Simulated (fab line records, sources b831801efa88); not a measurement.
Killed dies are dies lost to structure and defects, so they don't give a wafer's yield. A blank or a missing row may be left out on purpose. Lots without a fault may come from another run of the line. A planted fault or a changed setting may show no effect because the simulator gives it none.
Problem report in the 8D (eight disciplines) form, filled by code | flow sky130 | the parts of the form that need people (team, actions taken, sign-off) are left out

1. THE PROBLEM
dose_ions_cm2 at SKY_LDD_N_IMPLANT_14 reads a mean of 4.803e+12 on 6 wafers of 2 lots; wafers without a fault read 5.001e+12 with a standard deviation of 5.3e+09. That is -37 standard deviations from the usual mean.
First seen on wafer L101.1, day 24 06:46, on implanter-01. The record holds 42 wafers of 14 lots with a number at this step. Rule for "out", or "out of limits": more than 4 standard deviations from the usual mean. The other wafers with a number count as sound.

2. WHAT IT IS AND WHAT IT IS NOT
question                    | is                     | is not
which readings at this step | dose_ions_cm2          | beam_energy_keV
which lots                  | L101, L106             | L100, L103, L107, L984, L985, L986, L987, L988, L989, L992, L994, L996
which wafers of those lots  | all that have a number | -
read on which tools         | implanter-01           | implanter-03, implanter-04
when                        | from day 24 06:46      | up to then (30 sound wafers); but 6 sound wafers of L103, L107 came after

3. SUSPECTS, AND WHAT RULES EACH OUT
Counting: a tool at a process step up to the reading stays a suspect if it ran every lot that is out and no sound lot after the first of them.
- implanter-01 at SKY_LDD_N_IMPLANT_14: kept. It ran every lot that is out, first L101 (day 24 06:46), and no sound lot after that; its last sound lot up to then is L996 (day 22 13:36). Its own readings are out on those wafers: dose_ions_cm2.
Left after counting: implanter-01 at SKY_LDD_N_IMPLANT_14.

4. THE CAUSE (what the simulator had put in)
Process parameter drift: implanter-01, from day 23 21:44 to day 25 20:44, at SKY_LDD_N_IMPLANT_14. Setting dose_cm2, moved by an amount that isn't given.
Counting left only this tool.

5. THE CHAIN OF EFFECTS, in route order
Each row: a reading whose mean over the struck wafers that have a number lies more than 3 standard deviations from the usual. Only readings for which the record gives a usual standard deviation are gone through. hours: the time from each lot's start at the first step in this table that gives one to its start at this step, as a median over the lots. sigmas: the change in usual standard deviations.
hours | step                 | reading       | usual     | on struck wafers | change     | sigmas
0     | SKY_LDD_N_IMPLANT_14 | dose_ions_cm2 | 5.001e+12 | 4.803e+12        | -1.982e+11 | -37
The process steps in it:
- SKY_LDD_N_IMPLANT_14

6. WHAT WOULD HAVE CAUGHT IT SOONER
In this record the first reading out of limits was taken at day 24 06:46, 9 hours after the fault began at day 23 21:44.
